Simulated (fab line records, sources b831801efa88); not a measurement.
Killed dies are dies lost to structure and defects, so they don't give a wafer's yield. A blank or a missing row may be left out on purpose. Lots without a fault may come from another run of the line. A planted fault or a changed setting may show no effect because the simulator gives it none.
Which tool did it? | flow sky130 | 12 lots, 36 wafers sampled, at 1 step of a route of 708

WHAT THE GAUGES READ, wafer by wafer
SKY_SD_N_OVL_MEAS_08.
lot  | measured     | on         | SD_N_OVL (nm)
L075 | day 27 23:22 | overlay-02 | -1.7 -1.1 -0.9
L077 | day 28 23:43 | overlay-01 | -1.3 -0.5 -0.9
L080 | day 29 17:02 | overlay-02 | -1.5 -0.2 -2.1
L081 | day 30 18:23 | overlay-02 | 1.1 -2.7 -1.4
L083 | day 31 07:12 | overlay-02 | 0.2 1.3 0.3
L085 | day 32 00:47 | overlay-01 | -1.6 0.7 -1.6
L087 | day 32 09:38 | overlay-01 | -1.1 -0.5 -2.5
L089 | day 33 10:35 | overlay-02 | 0.0 -0.7 -0.7
L090 | day 34 05:16 | overlay-01 | -1.2 -2.2 -0.8
L093 | day 34 07:41 | overlay-01 | 1.1 -1.1 -1.0
L095 | day 35 05:05 | overlay-01 | -0.7 -1.3 0.1
L097 | day 35 11:28 | overlay-01 | -1.6 -2.0 -1.0

WHICH TOOL RAN EACH LOT (tool, then ch and the chambers of the sampled wafers, then the start)
The record holds no process step before these readings.

THE ANSWER, worked out from the rows above alone
Rule: what is usual is taken from the lots themselves. Put in order of their means at a reading, lots are off if they are a third of the lots or fewer, leave a main group of 4 or more, and stand apart from it by a gap of 3 or more times the standard deviation of the main group's means; of several such gaps the widest counts. A main group whose means are all the same, to the digits that the tables above print for the reading, isn't used. A lot without any number at a reading at which 4 lots or more have one is off too. The other lots that the step has rows for count as sound.
No lot is off at any reading shown: from this, nothing can be told.

WHAT THE SIMULATOR HAD PUT IN
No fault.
